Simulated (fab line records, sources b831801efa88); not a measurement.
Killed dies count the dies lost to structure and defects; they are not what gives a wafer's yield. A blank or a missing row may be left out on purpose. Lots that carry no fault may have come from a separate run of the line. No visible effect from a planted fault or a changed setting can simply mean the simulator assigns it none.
Which tool did it? -- flow gf180mcu -- 11 lots with 33 wafers sampled at 6 steps, on a route of 602 steps

## WHAT THE GAUGES READ, wafer by wafer
GF_V1_THK_MEAS_03.
lot,measured,on,V1_CVD_02_THK (nm)
L397,day 16 21:16,filmMetro-01,837 831 845
L398,day 17 14:59,filmMetro-01,850 860 856
L399,day 17 19:24,filmMetro-02,834 835 845
L400,day 18 15:19,filmMetro-03,937 950 940
L401,day 18 20:01,filmMetro-03,945 933 962
L402,day 19 19:34,filmMetro-03,835 837 850
L410,day 21 22:03,filmMetro-03,853 848 864
L411,day 22 05:33,filmMetro-02,832 827 849
L412,day 22 15:05,filmMetro-03,816 829 843
L413,day 23 00:35,filmMetro-01,840 855 844
L415,day 23 11:41,filmMetro-01,830 850 853

GF_V1_BOW_MEAS_05.
lot,measured,on,V1_BOW (um)
L397,day 16 21:38,filmMetro-02,78 83 69
L398,day 17 18:58,filmMetro-03,82 77 77
L399,day 17 19:46,filmMetro-03,92 77 81
L400,day 18 15:49,filmMetro-02,78 82 78
L401,day 18 20:23,filmMetro-03,94 77 85
L402,day 19 19:59,filmMetro-01,87 77 77
L410,day 21 22:38,filmMetro-01,82 77 77
L411,day 22 05:55,filmMetro-01,84 88 78
L412,day 22 15:26,filmMetro-01,84 75 89
L413,day 23 00:57,filmMetro-03,81 93 75
L415,day 23 12:03,filmMetro-02,81 92 86

## TOOL THAT RAN EACH LOT (tool first, then ch and the chambers of the sampled wafers, then the start)
lot,GF_M1_SPUTTER_03,GF_M1_METAL_ETCH_16,GF_V1_CVD_02,GF_V1_CMP_04
L397,"pvdSputter-01, day 15 22:30","rieMetal-04 ch 0,1, day 16 20:25","pecvd-02 ch 0,1,2, day 16 21:11","cmp-02 ch 1,2,3, day 16 21:19"
L398,"pvdSputter-04, day 16 14:16","rieMetal-02 ch 0,1, day 17 14:02","pecvd-03 ch 0,2, day 17 14:55","cmp-01 ch 2,3, day 17 18:40"
L399,"pvdSputter-01, day 16 19:30","rieMetal-02 ch 0,1, day 17 18:28","pecvd-03 ch 0,2, day 17 19:20","cmp-02 ch 0,3, day 17 19:28"
L400,"pvdSputter-02, day 17 16:26","rieMetal-04 ch 0,1, day 18 14:04","pecvd-03 ch 0,1,2, day 18 15:14","cmp-01 ch 0,1,3, day 18 15:31"
L401,"pvdSputter-01, day 17 19:44","rieMetal-03 ch 0,1, day 18 19:05","pecvd-03 ch 0,2, day 18 19:56","cmp-02 ch 0,1,2, day 18 20:04"
L402,"pvdSputter-02, day 18 18:46","rieMetal-03 ch 0,1, day 19 18:43","pecvd-04 ch 0,2, day 19 19:29","cmp-02 ch 1,2,3, day 19 19:47"
L410,"pvdSputter-04, day 20 21:32","rieMetal-02 ch 0,1, day 21 21:13","pecvd-03 ch 0,2, day 21 21:59","cmp-01 ch 1,2,3, day 21 22:20"
L411,"pvdSputter-04, day 21 05:02","rieMetal-04 ch 0,1, day 22 04:41","pecvd-03 ch 0,1, day 22 05:28","cmp-02 ch 1,3, day 22 05:39"
L412,"pvdSputter-01, day 21 15:07","rieMetal-03 ch 0, day 22 14:05","pecvd-04 ch 0,1,2, day 22 15:01","cmp-01 ch 1,2,3, day 22 15:08"
L413,"pvdSputter-01, day 22 00:14","rieMetal-02 ch 0,1, day 22 23:43","pecvd-03 ch 0,1, day 23 00:31","cmp-02 ch 0,1,2, day 23 00:45"
L415,"pvdSputter-01, day 22 12:12","rieMetal-04 ch 0, day 23 10:44","pecvd-02 ch 0,1, day 23 11:36","cmp-02 ch 0,1, day 23 11:47"
- GF_M1_SPUTTER_03: material Ti, target thk 10 nm, time 6.7 s.
- GF_M1_METAL_ETCH_16: etches the open film in Cl2/BCl3, stops on SiO2, target depth 627.5 nm, time 104.6 s.
- GF_V1_CVD_02: deposits SiO2 from TEOS, target thk 850 nm, time 94.851 s.
- GF_V1_CMP_04: polishes SiO2.

## WHAT THE TOOLS THEMSELVES READ (means of the sampled wafers that have a number; where no wafer has one, the mark that the record gives instead)
GF_M1_SPUTTER_03.
lot,tool,cathodeDcPowerW (W),substrateTempC (C),throttleValvePct (%)
L397,pvdSputter-01,2999.9,299.77,30.1
L398,pvdSputter-04,3000.1,300.04,30.3
L399,pvdSputter-01,3000.0,300.09,30.1
L400,pvdSputter-02,3000.0,300.06,30.0
L401,pvdSputter-01,3000.6,300.04,30.0
L402,pvdSputter-02,2999.5,299.93,29.4
L410,pvdSputter-04,2999.5,300.03,30.0
L411,pvdSputter-04,2999.8,300.05,30.5
L412,pvdSputter-01,2999.8,299.97,29.9
L413,pvdSputter-01,2999.7,299.99,29.0
L415,pvdSputter-01,3000.1,299.94,30.0

GF_M1_METAL_ETCH_16.
lot,tool,bcl3FlowSccm (sccm),drypumpMotorCurrentA (A),oesProductAu (a.u.),throttleValvePct (%)
L397,rieMetal-04,39.94,5.7,0.970,28.247
L398,rieMetal-02,39.96,6.3,0.973,28.243
L399,rieMetal-02,40.02,6.2,0.974,28.243
L400,rieMetal-04,40.10,5.7,0.971,28.252
L401,rieMetal-03,39.99,6.1,0.973,28.258
L402,rieMetal-03,40.03,5.8,0.960,28.261
L410,rieMetal-02,40.02,6.2,0.977,28.253
L411,rieMetal-04,40.00,6.0,0.969,28.252
L412,rieMetal-03,40.06,6.4,0.974,28.262
L413,rieMetal-02,40.06,6.2,0.965,28.253
L415,rieMetal-04,39.89,6.3,0.969,28.244

GF_V1_CVD_02.
lot,tool,heaterPowerOuterW (W),heaterPowerW (W),rfFwdPowerW (W)
L397,pecvd-02,359,670,596.6
L398,pecvd-03,321,602,597.6
L399,pecvd-03,395,677,597.2
L400,pecvd-03,330,601,836.6
L401,pecvd-03,299,567,835.3
L402,pecvd-04,366,646,594.0
L410,pecvd-03,369,666,596.9
L411,pecvd-03,428,717,596.7
L412,pecvd-04,383,666,596.8
L413,pecvd-03,369,646,597.6
L415,pecvd-02,364,688,594.9

GF_V1_CMP_04.
lot,tool,motorCurrentA (A),timeToEndpointS (s)
L397,cmp-02,11.6,76
L398,cmp-01,12.3,81
L399,cmp-02,13.3,76
L400,cmp-01,10.2,120
L401,cmp-02,11.9,117
L402,cmp-02,11.3,78
L410,cmp-01,11.3,85
L411,cmp-02,11.8,77
L412,cmp-01,11.3,73
L413,cmp-02,11.7,79
L415,cmp-02,12.5,79

## THE ANSWER, worked out from the rows above alone
Rule: what is usual is taken from the lots themselves. Put in order of their means at a reading, lots are off if they are a third of the lots or fewer, leave a main group of 4 or more, and stand apart from it by a gap of 3 or more times the standard deviation of the main group's means; of several such gaps the widest counts. Not used: any main group whose means are identical at the precision the tables above print for the reading. A lot without any number at a reading at which 4 lots or more have one is off too. All remaining lots with rows at the step are treated as sound. First the gauges in route order, then the tools' own readings, where a lot's mean is used as printed above. The first step at which some lot is off is used, and at that step the reading that is off furthest; a lot without a number counts as furthest.
Off: at GF_V1_THK_MEAS_03 (V1_CVD_02_THK), L400, L401. The main group: mean 843 nm, standard deviation 8.2.
A tool fits if, at a process step before that reading, it ran every lot that is off, and no sound lot after the first of them. The gauges at GF_V1_THK_MEAS_03 aren't tried: what is off there is off at GF_V1_CVD_02 too, on other tools, and a gauge's error can't cause that. No candidate that was tried fits.

## WHAT HAD BEEN PUT IN BY THE SIMULATOR
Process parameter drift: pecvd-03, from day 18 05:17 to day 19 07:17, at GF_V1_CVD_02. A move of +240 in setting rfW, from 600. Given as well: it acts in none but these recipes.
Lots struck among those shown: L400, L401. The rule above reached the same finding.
